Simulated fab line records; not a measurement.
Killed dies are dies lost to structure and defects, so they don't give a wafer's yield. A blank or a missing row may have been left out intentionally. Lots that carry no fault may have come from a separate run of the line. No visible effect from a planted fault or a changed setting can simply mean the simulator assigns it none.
fab line records || flow sky130
record {"lots": 4, "wafers": 12, "lastDay": 49}
route steps=708 shown VIA3@577 METAL4@598 CAP2M@603 PAD_OPEN@708
lots untouched by any fault: they come from a run of this same line in which no faults occurred
startH: hours from the record's first day to the start of the lot's first wafer shown || waitH: how many hours have passed since the lot's step before this one || " identical to the entry in the row above || L1.1+2: several wafers, shown together as one row || - either no value or no given start || * or withheld: withheld || < > ~ a bound
route shown NAME@n: a module of which the file shows steps, and the number in the route of the first || usual: mean/standard deviation of fault-free wafers || same: alike in all rows || chamber/n: place in a boat || sites: per-site readings || _std_site: standard deviation across them || _edge_site: inner sites' mean taken away from outer sites' mean || radiusMm: for every site, how far away it sits from the centre of the wafer || mask NAME#n: copy n || behind: the tool/chamber that last shaped the wafer || hold: what put the lot on hold/how long, in hours/how the hold closed || device: the transistor (n, p or np) that didn't switch || end of line: tests run on the same wafers once the route is complete || a step without rows: its recipe alone || killed: not the wafer's yield, but the dies lost to structure and defects at the first sort || map: dies across one wafer; x = killed, . = not, _ = none there
set.NAME: the setting that was run; set.NAME@STEP: the one run at that earlier step || model.NAME: the simulator's own value behind a step, which no gauge read
lots seen at some steps along the route; tables by step, rows by wafer
services: a tool's chamber out of use, with start hour (startH, from the record's first day; less than 0 if before it), hours out, and reason
## steps
# step SKY_VIA3_DEHYDRATE_04
# recipe {"tempC": 200, "timeS": 60}
# step SKY_VIA3_HMDS_05
# recipe {"primeTimeS": 60, "primeTempC": 120}
# step SKY_VIA3_COAT_06
# recipe {"resist": "BARC", "tempC": "withheld", "timeS": "withheld", "spinRpm": 3000, "resistThkNm": 60}
# step SKY_VIA3_COAT_07
# recipe {"resist": "KrF-thick", "spinRpm": 3000, "resistThkNm": 450}
# step SKY_VIA3_SOFTBAKE_08
# recipe {"tempC": 100, "timeS": 90, "resist": "KrF-thick"}
# step SKY_VIA3_EXPOSE_09
# recipe {"maskId": "VIM3", "na": 0.8, "sourceShape": "annular", "sigmaInner": 0.55, "sigmaOuter": 0.85, "targetCdNm": 200, "doseMj": 38}
# step SKY_VIA3_PEB_10
# recipe {"pebTempC": "withheld", "pebTimeS": "withheld", "resist": "KrF-thick"}
# step SKY_VIA3_DEVELOP_11
# recipe {"developTimeS": 60, "resist": "KrF-thick", "devTempC": 21}
# step SKY_VIA3_ETCH_14
# recipe {"chemistry": "N2/H2", "target": "BARC", "ionEnergyEv": 192.7, "sourceW": 500, "biasW": 100, "pressureMtorr": 30, "n2FlowSccm": 100, "h2FlowSccm": 200, "stopOn": "SiO2", "timeS": 45.9, "targetDepthA": 600}
# step SKY_VIA3_ETCH_15
# recipe {"target": "SiO2", "chemistry": "C4F8/O2/Ar", "targetDepthNm": 507, "stopOn": "TiN", "maskMaterial": "KrF-thick", "sourceW": 1500, "biasW": 1200, "pressureMtorr": 40, "c4f8FlowSccm": "withheld", "O2_flow_sccm": 6, "Ar_flow_sccm": 300, "timeS": 78}
# usual {"oesProductAu": "0.946/0.0048"}
{"lot.wafer": "L418.3", "tool": "rieDiel-03", "chamber": 0, "startH": 929.61, "waitH": 0.0, "oesProductAu": 0.950, "rfHoursCounterH": 4}
{"lot.wafer": "L418.4", "tool": "rieDiel-03", "chamber": 1, "startH": 929.61, "waitH": 0.0, "oesProductAu": 0.937, "rfHoursCounterH": 16}
{"lot.wafer": "L418.6", "tool": "rieDiel-03", "chamber": 0, "startH": 929.61, "waitH": 0.0, "oesProductAu": 0.941, "rfHoursCounterH": "-"}
{"lot.wafer": "L424.3", "tool": "rieDiel-03", "chamber": 3, "startH": 1019.59, "waitH": 0.0, "oesProductAu": 0.944, "rfHoursCounterH": 5}
{"lot.wafer": "L424.4", "tool": "rieDiel-03", "chamber": 1, "startH": 1019.59, "waitH": 0.0, "oesProductAu": 0.946, "rfHoursCounterH": 20}
{"lot.wafer": "L424.6", "tool": "rieDiel-03", "chamber": 3, "startH": 1019.59, "waitH": 0.0, "oesProductAu": 0.939, "rfHoursCounterH": "-"}
{"lot.wafer": "L423.3", "tool": "rieDiel-03", "chamber": 2, "startH": 1023.61, "waitH": 0.0, "oesProductAu": 0.951, "rfHoursCounterH": 21}
{"lot.wafer": "L423.5", "tool": "rieDiel-03", "chamber": 3, "startH": 1023.61, "waitH": 0.0, "oesProductAu": 0.953, "rfHoursCounterH": "-"}
{"lot.wafer": "L423.6", "tool": "rieDiel-03", "chamber": 2, "startH": 1023.61, "waitH": 0.0, "oesProductAu": 0.946, "rfHoursCounterH": "-"}
{"lot.wafer": "L435.4", "tool": "rieDiel-04", "chamber": 3, "startH": 1052.75, "waitH": 0.0, "oesProductAu": 0.951, "rfHoursCounterH": 23}
{"lot.wafer": "L435.5", "tool": "rieDiel-04", "chamber": 3, "startH": 1052.75, "waitH": 0.0, "oesProductAu": 0.948, "rfHoursCounterH": "-"}
{"lot.wafer": "L435.6", "tool": "rieDiel-04", "chamber": 2, "startH": 1052.75, "waitH": 0.0, "oesProductAu": 0.953, "rfHoursCounterH": "-"}
# step SKY_VIA3_STRIP_16
# recipe {"chemistry": "O2/N2", "powerW": 1400, "pressureMtorr": 1500, "platenTempC": "withheld", "o2FlowSccm": 3000, "n2FlowSccm": 300, "overashFraction": 0.5}
# step SKY_VIA3_STRIP_17
# recipe {"chemistry": "postEtchResidueRemover", "timeS": 1200, "tempC": 72.5}
# step SKY_VIA3_CLEAN_18
# recipe {"chemistry": "IPA", "timeS": 180, "tempC": 25}
# step SKY_VIA3_CLEAN_19
# recipe {"chemistry": "O3/DIW", "dry": "n2Spin"}
# step SKY_VIA3_SPUTTER_20
# recipe {"material": "TiN", "targetThkNm": 20, "chamberPressurePa": 5, "powerW": 4000, "timeS": 80}
# step SKY_VIA3_CVD_21
# recipe {"material": "W", "targetThkNm": 390, "timeS": 117.31, "tempC": 400, "pressureTorr": 40}
# step SKY_VIA3_CMP_24
# recipe {"stopOn": "SiO2", "tOverpolishS": 20, "downForcePsi": 3.5, "platenRpm": 60, "targetThkNm": 0, "padVelocityMS": 0.94248}
# step SKY_METAL4_SPUTTER_00
# recipe {"material": "Ti", "targetThkNm": 15, "powerW": 3000, "timeS": 10, "chamberPressurePa": 0.4}
# step SKY_METAL4_SPUTTER_01
# recipe {"material": "TiN", "targetThkNm": 20, "powerW": 6500, "timeS": 16.7, "chamberPressurePa": 0.4}
# step SKY_METAL4_SPUTTER_02
# recipe {"material": "AlCu", "targetThkNm": 735, "powerW": 10600, "timeS": 39.1, "chamberPressurePa": 0.4}
# step SKY_METAL4_SPUTTER_03
# recipe {"material": "Ti", "targetThkNm": 5, "powerW": 3000, "timeS": 3.3, "chamberPressurePa": 0.4}
# step SKY_METAL4_SPUTTER_04
# recipe {"material": "TiN", "targetThkNm": 70, "powerW": 6500, "timeS": 58.3, "chamberPressurePa": 0.4}
# step SKY_CAP2M_CVD_00
# recipe {"material": "SiO2", "targetThkNm": 15.5, "tempC": 400, "timeS": "withheld", "rfW": 450}
# step SKY_CAP2M_SPUTTER_02
# recipe {"material": "TiN", "targetThkNm": 200, "tempC": 300, "powerW": 6500, "timeS": 166.7, "chamberPressurePa": 0.4}
# step SKY_CAP2M_DEHYDRATE_05
# recipe {"tempC": 200, "timeS": 60}
# step SKY_CAP2M_HMDS_06
# recipe {"primeTimeS": 60, "primeTempC": 120}
# step SKY_CAP2M_COAT_07
# recipe {"resist": "NOVOLAK", "spinRpm": 3000, "resistThkNm": 1140}
# step SKY_CAP2M_SOFTBAKE_08
# recipe {"tempC": 90, "timeS": 60, "resist": "NOVOLAK"}
# step SKY_CAP2M_EXPOSE_09
# recipe {"maskId": "CAP2M", "na": 0.6, "sourceShape": "conventional", "sigmaOuter": 0.6, "polarization": "unpolarized", "targetCdNm": 1000, "doseMj": 159}
# step SKY_CAP2M_PEB_10
# recipe {"tempC": "withheld", "timeS": "*", "resist": "NOVOLAK"}
# step SKY_CAP2M_DEVELOP_11
# recipe {"resist": "NOVOLAK", "developer": "TMAH", "developTimeS": 60, "devTempC": 23}
# step SKY_CAP2M_METAL_ETCH_13
# recipe {"targetDepthNm": 220, "stopOn": "SiO2", "chemistry": "Cl2/BCl3", "target": "TiN", "pressureMtorr": 10, "icpW": 900, "biasW": 48.5, "Cl2_flow_sccm": 60, "bcl3FlowSccm": 30, "timeS": 62.9}
# step SKY_CAP2M_STRIP_14
# recipe {"chemistry": "O2/N2", "powerW": 1400, "pressureMtorr": 1500, "platenTempC": "withheld", "o2FlowSccm": 3000, "n2FlowSccm": 300, "overashFraction": 0.5}
# step SKY_PAD_OPEN_PROBE_99
# usual {"defectLimitedYield": "82.5/2", "killed_at_M0_to_M3": "43/7.3", "killed_at_M4_up": "3.5/2.2", "killedAtContacts": "24/5.3", "killedAtFrontEnd": "15/4.2", "killedAtOther": "0.3/0.67", "killedDies": "86/9.8", "killedOpen": "47/7.2", "killedShort": "39/6.5", "sort_bin_3_pad_short": "0.9/0.42", "sort_bin_5_function": "10.4/1.5", "sort_bin_6_memory": "6.3/1.2", "sortNPass": "406/9.9", "sortYieldPct": "82.5/2"}
# same {"grossDies": 492, "killedAtBackSide": 0, "sort_bin_4_leakage[%]": 0, "sort_bin_8_speed[%]": 0}
{"lot.wafer": "L418.3", "tool": "prober-01", "chamber": "-", "startH": 1077.27, "waitH": 0.2, "defectLimitedYield[%]": 81.7, "killed_at_M0_to_M3": 52, "killed_at_M4_up": 6, "killedAtContacts": 18, "killedAtFrontEnd": 14, "killedAtOther": 0, "killedDies": 90, "killedOpen": 47, "killedShort": 43, "sort_bin_3_pad_short[%]": 1.2, "sort_bin_5_function[%]": 9.3, "sort_bin_6_memory[%]": 7.7, "sortNPass": 402, "sortYieldPct[%]": 81.7, "model.etest.tester.sortNPass": 402, "model.etest.tester.sortYieldPct": 81.71, "model.etest.tester.sort_bin_5_pct": 9.35, "model.etest.tester.sort_bin_3_pct": 1.22}
{"lot.wafer": "L418.4", "tool": "prober-01", "chamber": "-", "startH": 1077.32, "waitH": 0.2, "defectLimitedYield[%]": 83.3, "killed_at_M0_to_M3": 39, "killed_at_M4_up": 2, "killedAtContacts": 25, "killedAtFrontEnd": 13, "killedAtOther": 3, "killedDies": 82, "killedOpen": 44, "killedShort": 35, "sort_bin_3_pad_short[%]": 0.4, "sort_bin_5_function[%]": 10.6, "sort_bin_6_memory[%]": 5.7, "sortNPass": 410, "sortYieldPct[%]": 83.3, "model.etest.tester.sortNPass": 410, "model.etest.tester.sortYieldPct": 83.33, "model.etest.tester.sort_bin_5_pct": 10.57, "model.etest.tester.sort_bin_3_pct": 0.4065}
{"lot.wafer": "L418.6", "tool": "prober-01", "chamber": "-", "startH": 1077.42, "waitH": 0.2, "defectLimitedYield[%]": 81.7, "killed_at_M0_to_M3": 41, "killed_at_M4_up": 5, "killedAtContacts": 24, "killedAtFrontEnd": 20, "killedAtOther": 0, "killedDies": 90, "killedOpen": 55, "killedShort": 35, "sort_bin_3_pad_short[%]": 0, "sort_bin_5_function[%]": 10.6, "sort_bin_6_memory[%]": 7.7, "sortNPass": 402, "sortYieldPct[%]": 81.7, "model.etest.tester.sortNPass": 402, "model.etest.tester.sortYieldPct": 81.71, "model.etest.tester.sort_bin_5_pct": 10.57, "model.etest.tester.sort_bin_3_pct": 0}
{"lot.wafer": "L424.3", "tool": "prober-02", "chamber": "-", "startH": 1150.60, "waitH": 0.2, "defectLimitedYield[%]": 71.5, "killed_at_M0_to_M3": 94, "killed_at_M4_up": 6, "killedAtContacts": 22, "killedAtFrontEnd": 16, "killedAtOther": 2, "killedDies": 140, "killedOpen": 56, "killedShort": 32, "sort_bin_3_pad_short[%]": 2.2, "sort_bin_5_function[%]": 17.3, "sort_bin_6_memory[%]": 8.9, "sortNPass": 352, "sortYieldPct[%]": 71.5, "model.etest.tester.sortNPass": 352, "model.etest.tester.sortYieldPct": 71.54, "model.etest.tester.sort_bin_5_pct": 17.28, "model.etest.tester.sort_bin_3_pct": 2.236}
{"lot.wafer": "L424.4", "tool": "prober-02", "chamber": "-", "startH": 1150.65, "waitH": 0.2, "defectLimitedYield[%]": 76.8, "killed_at_M0_to_M3": 68, "killed_at_M4_up": 2, "killedAtContacts": 23, "killedAtFrontEnd": 21, "killedAtOther": 0, "killedDies": 114, "killedOpen": 36, "killedShort": 30, "sort_bin_3_pad_short[%]": 2.6, "sort_bin_5_function[%]": 15.4, "sort_bin_6_memory[%]": 5.1, "sortNPass": 378, "sortYieldPct[%]": 76.8, "model.etest.tester.sortNPass": 378, "model.etest.tester.sortYieldPct": 76.83, "model.etest.tester.sort_bin_5_pct": 15.45, "model.etest.tester.sort_bin_3_pct": 2.642}
{"lot.wafer": "L424.6", "tool": "prober-02", "chamber": "-", "startH": 1150.75, "waitH": 0.2, "defectLimitedYield[%]": 73.6, "killed_at_M0_to_M3": 92, "killed_at_M4_up": 2, "killedAtContacts": 23, "killedAtFrontEnd": 12, "killedAtOther": 1, "killedDies": 130, "killedOpen": 51, "killedShort": 31, "sort_bin_3_pad_short[%]": 1.8, "sort_bin_5_function[%]": 17.1, "sort_bin_6_memory[%]": 7.5, "sortNPass": 362, "sortYieldPct[%]": 73.6, "model.etest.tester.sortNPass": 362, "model.etest.tester.sortYieldPct": 73.58, "model.etest.tester.sort_bin_5_pct": 17.07, "model.etest.tester.sort_bin_3_pct": 1.829}
{"lot.wafer": "L423.3", "tool": "prober-01", "chamber": "-", "startH": 1155.71, "waitH": 0.2, "defectLimitedYield[%]": 76.2, "killed_at_M0_to_M3": 79, "killed_at_M4_up": 3, "killedAtContacts": 21, "killedAtFrontEnd": 14, "killedAtOther": 0, "killedDies": 117, "killedOpen": 40, "killedShort": 33, "sort_bin_3_pad_short[%]": 2.0, "sort_bin_5_function[%]": 14.6, "sort_bin_6_memory[%]": 7.1, "sortNPass": 375, "sortYieldPct[%]": 76.2, "model.etest.tester.sortNPass": 375, "model.etest.tester.sortYieldPct": 76.22, "model.etest.tester.sort_bin_5_pct": 14.63, "model.etest.tester.sort_bin_3_pct": 2.033}
{"lot.wafer": "L423.5", "tool": "prober-01", "chamber": "-", "startH": 1155.81, "waitH": 0.2, "defectLimitedYield[%]": 76.6, "killed_at_M0_to_M3": 82, "killed_at_M4_up": 1, "killedAtContacts": 18, "killedAtFrontEnd": 14, "killedAtOther": 0, "killedDies": 115, "killedOpen": 33, "killedShort": 27, "sort_bin_3_pad_short[%]": 2.8, "sort_bin_5_function[%]": 14.6, "sort_bin_6_memory[%]": 5.9, "sortNPass": 377, "sortYieldPct[%]": 76.6, "model.etest.tester.sortNPass": 377, "model.etest.tester.sortYieldPct": 76.63, "model.etest.tester.sort_bin_5_pct": 14.63, "model.etest.tester.sort_bin_3_pct": 2.846}
{"lot.wafer": "L423.6", "tool": "prober-01", "chamber": "-", "startH": 1155.86, "waitH": 0.2, "defectLimitedYield[%]": 76.6, "killed_at_M0_to_M3": 87, "killed_at_M4_up": 3, "killedAtContacts": 17, "killedAtFrontEnd": 8, "killedAtOther": 0, "killedDies": 115, "killedOpen": 41, "killedShort": 31, "sort_bin_3_pad_short[%]": 3.0, "sort_bin_5_function[%]": 14.4, "sort_bin_6_memory[%]": 5.9, "sortNPass": 377, "sortYieldPct[%]": 76.6, "model.etest.tester.sortNPass": 377, "model.etest.tester.sortYieldPct": 76.63, "model.etest.tester.sort_bin_5_pct": 14.43, "model.etest.tester.sort_bin_3_pct": 3.049}
{"lot.wafer": "L435.4", "tool": "prober-02", "chamber": "-", "startH": 1179.05, "waitH": 0.2, "defectLimitedYield[%]": 83.3, "killed_at_M0_to_M3": 40, "killed_at_M4_up": 5, "killedAtContacts": 22, "killedAtFrontEnd": 15, "killedAtOther": 0, "killedDies": 82, "killedOpen": 54, "killedShort": 28, "sort_bin_3_pad_short[%]": 1.0, "sort_bin_5_function[%]": 8.1, "sort_bin_6_memory[%]": 7.5, "sortNPass": 410, "sortYieldPct[%]": 83.3, "model.etest.tester.sortNPass": 410, "model.etest.tester.sortYieldPct": 83.33, "model.etest.tester.sort_bin_5_pct": 8.13, "model.etest.tester.sort_bin_3_pct": 1.016}
{"lot.wafer": "L435.5", "tool": "prober-02", "chamber": "-", "startH": 1179.10, "waitH": 0.2, "defectLimitedYield[%]": 79.9, "killed_at_M0_to_M3": 53, "killed_at_M4_up": 3, "killedAtContacts": 22, "killedAtFrontEnd": 21, "killedAtOther": 0, "killedDies": 99, "killedOpen": 49, "killedShort": 50, "sort_bin_3_pad_short[%]": 1.0, "sort_bin_5_function[%]": 10.4, "sort_bin_6_memory[%]": 8.7, "sortNPass": 393, "sortYieldPct[%]": 79.9, "model.etest.tester.sortNPass": 393, "model.etest.tester.sortYieldPct": 79.88, "model.etest.tester.sort_bin_5_pct": 10.37, "model.etest.tester.sort_bin_3_pct": 1.016}
{"lot.wafer": "L435.6", "tool": "prober-02", "chamber": "-", "startH": 1179.15, "waitH": 0.2, "defectLimitedYield[%]": 85.0, "killed_at_M0_to_M3": 44, "killed_at_M4_up": 1, "killedAtContacts": 20, "killedAtFrontEnd": 9, "killedAtOther": 0, "killedDies": 74, "killedOpen": 33, "killedShort": 41, "sort_bin_3_pad_short[%]": 0.4, "sort_bin_5_function[%]": 8.1, "sort_bin_6_memory[%]": 6.5, "sortNPass": 418, "sortYieldPct[%]": 85.0, "model.etest.tester.sortNPass": 418, "model.etest.tester.sortYieldPct": 84.96, "model.etest.tester.sort_bin_5_pct": 8.13, "model.etest.tester.sort_bin_3_pct": 0.4065}
# killed by level:class
L418.3 VIA3:geometricParticle:open=8 VIA1:geometricParticle:short=7 CONTACT:geometricParticle:open=7 VIA1:geometricParticle:open=7 METAL3:geometricParticle:short=6 METAL2:geometricParticle:short=6 METAL1:geometricParticle:short=5 FIELD_ISO:geometricParticle:open=4
L418.4 CONTACT:geometricParticle:open=9 LI_CONTACT:geometricParticle:open=6 LOCAL_INTERCONNECT:geometricParticle:short=6 METAL2:geometricParticle:short=6 VIA2:geometricParticle:open=6 METAL1:geometricParticle:short=5 VIA1:geometricParticle:open=5 METAL3:geometricParticle:short=4
L418.6 VIA1:geometricParticle:open=14 CONTACT:geometricParticle:open=11 LI_CONTACT:geometricParticle:open=7 VIA2:geometricParticle:short=6 FIELD_ISO:geometricParticle:short=5 METAL2:geometricParticle:short=5 VIA3:geometricParticle:open=5 FIELD_ISO:geometricParticle:open=4
L424.3 VIA3:unspecified=50 VIA3:geometricParticle:open=10 VIA1:geometricParticle:open=10 LI_CONTACT:geometricParticle:open=8 CONTACT:geometricParticle:open=7 FIELD_ISO:geometricParticle:open=6 FIELD_ISO:geometricParticle:short=5 METAL1:geometricParticle:open=5
L424.4 VIA3:unspecified=48 CONTACT:geometricParticle:open=8 FIELD_ISO:geometricParticle:open=7 LI_CONTACT:geometricParticle:open=6 CONTACT:geometricParticle:short=6 FIELD_ISO:geometricParticle:short=5 METAL2:geometricParticle:short=4 VIA3:geometricParticle:open=4
L424.6 VIA3:unspecified=48 VIA1:geometricParticle:open=15 CONTACT:geometricParticle:open=10 VIA1:geometricParticle:short=7 FIELD_ISO:geometricParticle:open=5 LI_CONTACT:geometricParticle:open=5 VIA2:geometricParticle:open=5 VIA3:geometricParticle:open=5
L423.3 VIA3:unspecified=44 VIA1:geometricParticle:open=10 LI_CONTACT:geometricParticle:open=8 METAL2:geometricParticle:short=8 CONTACT:geometricParticle:open=6 POLY_GATE:geometricParticle:short=6 VIA2:geometricParticle:open=6 FIELD_ISO:geometricParticle:open=3
L423.5 VIA3:unspecified=55 CONTACT:geometricParticle:open=5 METAL2:geometricParticle:short=5 POLY_GATE:geometricParticle:open=4 LI_CONTACT:geometricParticle:open=4 VIA1:geometricParticle:open=4 VIA3:geometricParticle:open=4 FIELD_ISO:geometricParticle:short=3
L423.6 VIA3:unspecified=43 VIA1:geometricParticle:open=13 METAL2:geometricParticle:short=8 LI_CONTACT:geometricParticle:open=6 VIA2:geometricParticle:open=6 CONTACT:geometricParticle:open=5 METAL3:geometricParticle:short=4 POLY_GATE:geometricParticle:open=3
L435.4 CONTACT:geometricParticle:open=11 VIA1:geometricParticle:open=9 LI_CONTACT:geometricParticle:open=8 METAL2:geometricParticle:short=6 FIELD_ISO:geometricParticle:open=5 VIA2:geometricParticle:open=5 VIA3:geometricParticle:open=5 POLY_GATE:geometricParticle:short=3
L435.5 VIA1:geometricParticle:open=12 METAL1:geometricParticle:short=8 POLY_GATE:geometricParticle:open=6 LI_CONTACT:geometricParticle:open=6 CONTACT:geometricParticle:open=6 VIA1:geometricParticle:short=6 METAL2:geometricParticle:short=6 POLY_GATE:geometricParticle:short=5
L435.6 METAL2:geometricParticle:short=10 CONTACT:geometricParticle:open=8 VIA1:geometricParticle:short=8 METAL1:geometricParticle:short=7 VIA2:geometricParticle:open=6 VIA1:geometricParticle:open=6 VIA3:geometricParticle:open=6 LOCAL_INTERCONNECT:geometricParticle:short=4
# map L423.3 (x killed, . not)
__________.........._________
________...xx.x......._______
______.....x...x.....x.._____
_____x..xxxx..x...x....xx____
____x.x....x.......xxxxxxx___
___.....x...........xxxxxxx__
__...x...x....x..x.xxxxxxxxx_
_.....xx.xx....xx..xxxxxxxxx.
_.......xx...x.x...x.xxxxxx..
_........xxx..x.x...xxxxx....
_......................x.....
_...........x......x.....x...
_..x...x.......x...x....x....
_...........x...........x....
_x.x......x.........x........
__xx..xx....x..............._
___...x..xx............x.x.__
____............x.......x.___
_____.x...x....x......x..____
______.................._____
________...x.........._______
__________..x....xx._________
# map L424.3 (x killed, . not)
__________x.......x._________
________x............x_______
______..x..x..x........._____
_____xxx....x.......x....____
____x.x......x...x...xx...___
___....xx.......x..........__
__x..x......x..xxxx........._
_..x....x..........x...x.....
_..x...............xx...x.xx.
_....x..........x......xx..x.
_........x.x..x...xx.........
_........xxxxxx...x..........
_......xxxxxxxxxx...xx..xx..x
_..xxx..xxxxxxxxx....x.......
_.......xxxxxxxxx....xx.x...x
__...x..xxxxxxxxxx.xx..x...x_
___.x...xx.xxxx....xx...x..__
____.xx.......x.......x..x___
_____..xx....x.....x.x.x.____
______x.xx.............._____
________xx............_______
__________.x...xx..._________
## services
{"tool": "rieDiel-03", "chamber": "-", "startH": 931.74, "hours": 0.6, "kind": "repair"}
{"tool": "rieDiel-04", "chamber": "-", "startH": 941.30, "hours": 7.8, "kind": "repair"}
{"tool": "rieDiel-04", "chamber": 0, "startH": 953.61, "hours": 4.9, "kind": "repair"}
{"tool": "rieDiel-03", "chamber": "-", "startH": 1002.00, "hours": 0.3, "kind": "repair"}
{"tool": "rieDiel-04", "chamber": 2, "startH": 1022.25, "hours": 8.8, "kind": "repair"}
## key
firstSign {"step": "SKY_PAD_OPEN_PROBE_99", "reading": "killed_at_M0_to_M3", "direction": "up", "sigmas": 5.6, "usual": 43, "struck": 84}
effect {"step": "SKY_PAD_OPEN_PROBE_99", "reading": "sort_bin_3_pad_short", "direction": "up", "sigmas": 3.8, "usual": 0.9, "struck": 2.4}
modelEffect {"step": "SKY_PAD_OPEN_PROBE_99", "value": "etest.tester.sortNPass", "without": 409.7, "struck": 370.2}
metAt SKY_VIA3_ETCH_15
struckWafers L423.3,L423.5,L423.6,L424.3,L424.4,L424.6
onsetBetween 929.61 1019.59
fault {"kind": "chamberParticleSource", "tool": "rieDiel-03", "chamber": "-", "onsetH": 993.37, "steps": "SKY_VIA3_ETCH_15", "ratePerVisitCm2": 0.65517, "endH": 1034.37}
